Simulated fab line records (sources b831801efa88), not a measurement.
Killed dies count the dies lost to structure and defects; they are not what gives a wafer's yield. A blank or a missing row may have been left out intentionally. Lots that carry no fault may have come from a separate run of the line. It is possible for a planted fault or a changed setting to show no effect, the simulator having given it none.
One fault seen from 2 desks -- flow sky130 -- every desk sees just its own numbers, and what lay behind them comes last

== FROM THE METROLOGY DESK ==
What the gauges read for every lot (on any tool): the sampled wafers with a number, averaged. Any lot whose mean is over 4 standard deviations away from the usual mean is out of limits and marked OUT; that distance is given in the brackets.
Columns: A = cdNm at SKY_METAL3_CD_MEAS_13, usual 299.8 nm; B = METAL3_OVL at SKY_METAL3_OVL_MEAS_14, usual 1 nm
lot,first seen here,A,B
L936,day 41 10:43,298.9,-2
L937,day 41 20:37,299.8,-5
L940,day 42 12:24,300.4,-2
L945,day 44 02:31,301.0,5
L948,day 44 12:01,300.1,-1
L949,day 44 16:07,303.0,1
This desk found nothing out of limits on any of the 6 lots.

== DESK OF THE TOOL OWNER: rieMetal-04 ==
The tool's own readings at SKY_METAL3_ETCH_16 (etches BARC in N2/H2, stops on SiO2, time 88.2 s, target depth 60 nm): means of the sampled wafers that have a number, for each lot that ran on this tool. Any lot whose mean is over 4 standard deviations away from the usual mean is out of limits and marked OUT; that distance is given in the brackets.
Columns: A = drypumpMotorCurrentA at SKY_METAL3_ETCH_16, usual 6.0 A; B = h2FlowSccm at SKY_METAL3_ETCH_16, usual 199.9 sccm; C = heBacksideLeakSccm at SKY_METAL3_ETCH_16, usual 3.5 sccm; D = oesProductAu at SKY_METAL3_ETCH_16, usual 0.625 a.u.; E = rfFwdPowerW at SKY_METAL3_ETCH_16, usual 496.8 W; F = throttleValvePct at SKY_METAL3_ETCH_16, usual 13.204 %
lot,first seen here,A,B,C,D,E,F
L936,day 41 10:53,6.0,199.3,3.4,0.626,576.2 (+44) OUT,13.205
L937,day 41 20:47,6.3,200.2,3.5,0.627,577.0 (+45) OUT,13.196
L948,day 44 12:11,6.4,200.0,3.6,0.626,495.9,13.198
L949,day 44 16:18,6.3,199.8,3.5,0.624,496.0,13.206
This desk finds L936, L937 out of limits, L936 being first, at day 41 10:53 (rfFwdPowerW at SKY_METAL3_ETCH_16). In limits: L948, L949.

== TAKEN TOGETHER ==
The tool owner's desk had the chance to raise an alarm at day 41 10:53 on L936, L937.
Nothing out of limits was seen by the metrology desk.
The metrology desk holds a record of L936, L937, inside its limits.
The lots listed all ran SKY_METAL3_ETCH_16 on rieMetal-04.

== WHAT WAS PUT IN BY THE SIMULATOR ==
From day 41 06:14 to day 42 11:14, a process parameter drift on rieMetal-04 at SKY_METAL3_ETCH_16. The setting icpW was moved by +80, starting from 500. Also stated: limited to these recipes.
Shown lots that were struck: L936, L937.
Each desk's first reading out of limits, in hours after the fault started: the tool owner's desk, 5.
